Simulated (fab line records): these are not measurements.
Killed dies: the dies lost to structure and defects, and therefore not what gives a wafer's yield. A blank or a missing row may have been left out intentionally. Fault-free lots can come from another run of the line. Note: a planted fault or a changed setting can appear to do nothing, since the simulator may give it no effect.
8D (eight disciplines) problem report, filled in by code -- flow sky130 -- the parts of the form that need people (team, actions taken, sign-off) are left out

1. THE ISSUE
Mean SONOS_TUNNEL_TW at SKY_SONOS_TUNNEL_TW_MEAS_12: 30.1 over 6 wafers in 2 lots; fault-free wafers: 198.1, standard deviation 1.2. So: -99 or more standard deviations from the usual mean.
Earliest sighting: wafer L354.1 on filmMetro-01 at day 16 12:05. The record holds 36 wafers of 12 lots with a number at this step. Rule for "out", or "out of limits": more than 4 standard deviations from the usual mean. The other wafers with a number count as sound.

2. WHAT IT IS, AND WHAT IT ISN'T
question,is,is not
which readings at this step,SONOS_TUNNEL_TW,-
which lots,"L354, L355","L339, L341, L344, L345, L347, L348, L350, L356, L360, L361"
which wafers of those lots,all that have a number,-
read on which gauges,"filmMetro-01, filmMetro-03",filmMetro-02
when,from day 16 12:05,"up to then (21 sound wafers); but 9 sound wafers of L356, L360, L361 came after"

3. THE SUSPECTS, EACH WITH WHAT RULES IT OUT
Counting: any tool at a process step up to the reading is kept as a suspect provided that every lot that is out went through it and no sound lot did after the first of them.
- the gauge at SKY_SONOS_TUNNEL_TW_MEAS_12 has been ruled out. Those wafers that are out were read across 2 gauges (filmMetro-01, filmMetro-03).
- plasmaAsher-04 at SKY_VT_ADJUST_PCH_STRIP_09 (strips in O2/N2): kept. It ran every lot that is out, first L354 (day 15 07:05), and no sound lot after that; its last sound lot up to then is L350 (day 14 09:36).
Remaining after the count: plasmaAsher-04 at SKY_VT_ADJUST_PCH_STRIP_09.

4. THE CAUSE (what the simulator had put in)
At SKY_VT_ADJUST_PCH_STRIP_09, the step was skipped entirely on plasmaAsher-04 from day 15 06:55 on. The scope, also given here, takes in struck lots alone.
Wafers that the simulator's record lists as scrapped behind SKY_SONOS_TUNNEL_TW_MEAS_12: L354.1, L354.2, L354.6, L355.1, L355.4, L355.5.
After counting, this tool was the only one left.

5. THE EFFECT CHAIN, in route order
Each row: a reading where the mean over the struck wafers with a number is more than 3 standard deviations away from the usual. Readings are gone through only where the record gives a usual standard deviation; hours: the median, over the lots, of the time from a lot's start at the first step in this table giving one to that lot's start at this step; sigmas: the change measured in usual standard deviations.
hours,step,reading,usual,on struck wafers,change,sigmas
0,SKY_SONOS_TUNNEL_TW_MEAS_12,SONOS_TUNNEL_TW,198.1,30.1,-168.0,-99 or more
Readings that are blank on the struck wafers while sound wafers have them: chamberPressureMTorr at SKY_VT_ADJUST_PCH_STRIP_09; drypumpMotorCurrentA at SKY_VT_ADJUST_PCH_STRIP_09; o2FlowSccm at SKY_VT_ADJUST_PCH_STRIP_09; oesProductAu at SKY_VT_ADJUST_PCH_STRIP_09; stripTimeToEndpointS at SKY_VT_ADJUST_PCH_STRIP_09.

6. HOW IT WOULD HAVE BEEN CAUGHT EARLIER
Counted from the fault's start at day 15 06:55, it took 29 hours until the first out-of-limits reading at a measuring or inspecting step in this record, taken at day 16 12:05.
At SKY_VT_ADJUST_PCH_STRIP_09 the tool's readings are blank on the struck wafers, where sound wafers have them: an empty tool record is the first sign, and it was there at once.
By day 16 12:05, every lot that is out (2) had started SKY_VT_ADJUST_PCH_STRIP_09 on plasmaAsher-04. A hold on the tool at that time would have spared none of them.
